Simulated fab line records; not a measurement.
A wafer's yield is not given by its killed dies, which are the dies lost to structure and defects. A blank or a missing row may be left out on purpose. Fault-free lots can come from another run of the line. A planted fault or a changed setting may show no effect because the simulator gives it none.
Comparing a struck lot with a sound one | flow sfq-line | 31 steps out of a route of 325
Sound: these wafers, L856.2, L856.3, L856.6. Struck: wafers L852.5, L852.6. (L852.4 of the same lot was not struck and is left out.) The cause comes at the end.
Per side, at each step with rows, come the tool, then ch with its chambers, and then its first start. Under that, the readings that differ: sound wafers | struck wafers | difference of the means | sigmas: that difference in standard deviations of wafers without a fault.
alike: readings with means less than 2 such deviations apart, plus words and numbers identical on both sides. not compared: withheld readings, readings lacking a value on some wafer, bounds such as >300 that could conceal the same value, and numbers that have no deviation in the record and whose values overlap.
A row with sigmas, a row that says differs or no value, or rows on one side alone: a step with any of these is where the two part. When numbers do not overlap yet have no deviation, they are printed without sigmas and do not part them. A reading missing from all wafers of one side parts the sides only when that side holds two or more wafers.

SFQ_INCOMING_BOW_MEAS_900:
  sound on film-metro-02, day 4 23:01; struck on film-metro-03, day 4 03:04
  alike: INCOMING_BOW
then, 1 step without rows for these wafers: SFQ_TRILAYER_INCOMING_OXIDATION_002 (target thk 500 nm, ox time 4939 s).
SFQ_TRILAYER_L0_DEP_SPUTTER_003: material MoNx KI, target thk 40 nm, time 100 s.
  sound on pvd-sputter-03, day 5 01:29; struck on pvd-sputter-05, day 4 05:29
  reading                                                  | sound             | struck      | difference | sigmas
  model.MoNx_KI_of_TRILAYER_L0_DEP_SPUTTER_003.thk-nm (nm) | 39.85 40.84 39.77 | 35.32 35.35 | -4.82      |
  alike: throttle-valve-pct
SFQ_L0_RS_MEAS_901: uses a four-point probe to measure.
  sound on film-metro-03, day 5 01:35; struck on film-metro-01, day 4 05:55
  reading                | sound          | struck    | difference | sigmas
  L0_MONX_KI_RS (ohm/sq) | 43.6 42.6 43.5 | 49.2 49.1 | +5.9       | +14
  not compared: hold
SFQ_L0_THK_MEAS_902: measures by xrf.
  sound on film-metro-03, day 5 01:41; struck on film-metro-01, day 4 08:27
  reading             | sound          | struck    | difference | sigmas
  L0_MONX_KI_THK (nm) | 40.2 41.1 40.1 | 35.5 35.5 | -5.0       | -10
  not compared: hold
then, 5 steps without rows for these wafers: SFQ_TRILAYER_L0_LITHO_COAT_005 (resist thk 600 nm); SFQ_TRILAYER_L0_LITHO_SOFTBAKE_009; SFQ_TRILAYER_L0_LITHO_EXPOSE_006 (exposes mask L0, target cd 2000 nm); SFQ_TRILAYER_L0_LITHO_PEB_008 (peb time 60 s); SFQ_TRILAYER_L0_LITHO_DEVELOP_007 (time 60 s).
-- the record jumps here: 3 days lie between the struck wafers' starts before and after --
SFQ_TRILAYER_L0_BARC_OPEN_METAL_ETCH_010: etches BARC in O2, target depth 125 nm, time 41.7 s.
  sound on rie-metal-03 ch 0,1, day 8 15:23; struck on rie-metal-03 ch 1, day 7 13:02
  alike: drypump-motor-current-A, oes-product-au
  not compared: rf-hours-counter-h
SFQ_TRILAYER_L0_ETCH_METAL_ETCH_008: etches MoNx KI in SF6/O2, stops on SiO2, target depth 50 nm, time 25 s.
  sound on rie-metal-03 ch 0,1, day 8 15:26; struck on rie-metal-03 ch 1, day 7 13:09
  reading               | sound             | struck      | difference | sigmas
  oes-product-au (a.u.) | 0.871 0.880 0.872 | 0.819 0.817 | -0.056     | -9
  alike: drypump-motor-current-A
  not compared: rf-hours-counter-h
SFQ_TRILAYER_L0_STRIP_STRIP_009: strips in O2.
  sound on rie-metal-03 ch 0,1, day 8 15:29; struck on rie-metal-03 ch 1, day 7 13:47
  alike: drypump-motor-current-A, oes-product-au
  not compared: rf-hours-counter-h
then, 1 step without rows for these wafers: SFQ_TRILAYER_L0_STRIP_SOLV_CLEAN_010 (cleans in NMP, time 600 s).
SFQ_TRILAYER_L0_CAP_PECVD_011: deposits SiO2 from SiH4/N2O, time 13.333 s, target thk 60 nm.
  sound on pecvd-02 ch 0,1, day 8 16:16; struck on pecvd-02 ch 0,2, day 7 14:35
  alike: heater-power-w, throttle-valve-pct
then, 6 steps without rows for these wafers: SFQ_TRILAYER_L0_VIA_LITHO_COAT_018 (resist thk 62 nm); SFQ_TRILAYER_L0_VIA_LITHO_COAT_013 (resist thk 650 nm); SFQ_TRILAYER_L0_VIA_LITHO_SOFTBAKE_017; SFQ_TRILAYER_L0_VIA_LITHO_EXPOSE_014 (exposes mask L0V, target cd 700 nm); SFQ_TRILAYER_L0_VIA_LITHO_PEB_016 (peb time 60 s); SFQ_TRILAYER_L0_VIA_LITHO_DEVELOP_015 (time 60 s).
-- the record jumps here: 4 days lie between the struck wafers' starts before and after --
SFQ_L0V_OVL_MEAS_903:
  sound on overlay-02, day 12 18:16; struck on overlay-01, day 11 21:52
  alike: L0V_OVL
SFQ_TRILAYER_L0_VIA_BARC_OPEN_VIA_ETCH_021: etches BARC in O2, target depth 125 nm, time 41.7 s.
  sound on rie-diel-01 ch 0,1, day 12 18:17; struck on rie-diel-02 ch 1,2, day 11 21:53
  alike: drypump-motor-current-A, oes-product-au
  not compared: rf-hours-counter-h
SFQ_TRILAYER_L0_VIA_ETCH_VIA_ETCH_016: etches SiO2 in CHF3, stops on MoNx KI, target depth 80 nm.
  sound on rie-diel-01 ch 0,1, day 12 18:20; struck on rie-diel-02 ch 1,2, day 11 21:56
  alike: drypump-motor-current-A, oes-product-au
then, 4 steps without rows for these wafers: SFQ_TRILAYER_L0_VIA_STRIP_STRIP_017 (strips in O2); SFQ_TRILAYER_L0_VIA_STRIP_SOLV_CLEAN_018 (cleans in NMP, time 600 s); SFQ_TRILAYER_M0_DEP_PRE_CLEAN_020 (time 15 s); SFQ_TRILAYER_M0_DEP_SPUTTER_019 (material Nb, target thk 200 nm, time 133.3 s).
SFQ_M0_RS_MEAS_904: uses a four-point probe to measure.
  sound on film-metro-04, day 12 19:17; struck on film-metro-03, day 11 22:56
  alike: M0_NB_RS
then, 1 step without rows for these wafers: SFQ_TRILAYER_M0_LITHO_COAT_026 (resist thk 62 nm).
-- the record jumps here: 79 days lie between the struck wafers' starts before and after --
SFQ_M8_BOW_MEAS_951:
  sound on film-metro-02, day 91 18:54; struck on film-metro-04, day 91 07:30
  reading                  | sound             | struck      | difference | sigmas
  model.etest.l0v.link-ohm | 44.58 43.52 44.67 | 50.16 50.13 | +5.89      |
  model.etest.l0.ohm-sq    | 43.65 42.6 43.74  | 49.25 49.21 | +5.90      |
  model.etest.l0.ohm-um    | 21.81 21.26 21.85 | 24.63 24.62 | +2.98      |
  alike: M8_BOW

## WHERE THEY PART
Earliest at SFQ_L0_RS_MEAS_901; latest, in this record, at SFQ_TRILAYER_L0_ETCH_METAL_ETCH_008. Later steps at which nothing parts them and some readings are alike: SFQ_TRILAYER_L0_STRIP_STRIP_009, SFQ_TRILAYER_L0_CAP_PECVD_011, SFQ_L0V_OVL_MEAS_903, SFQ_TRILAYER_L0_VIA_BARC_OPEN_VIA_ETCH_021, SFQ_TRILAYER_L0_VIA_ETCH_VIA_ETCH_016, SFQ_M0_RS_MEAS_904, SFQ_M8_BOW_MEAS_951.

WHY: what the simulator had put in
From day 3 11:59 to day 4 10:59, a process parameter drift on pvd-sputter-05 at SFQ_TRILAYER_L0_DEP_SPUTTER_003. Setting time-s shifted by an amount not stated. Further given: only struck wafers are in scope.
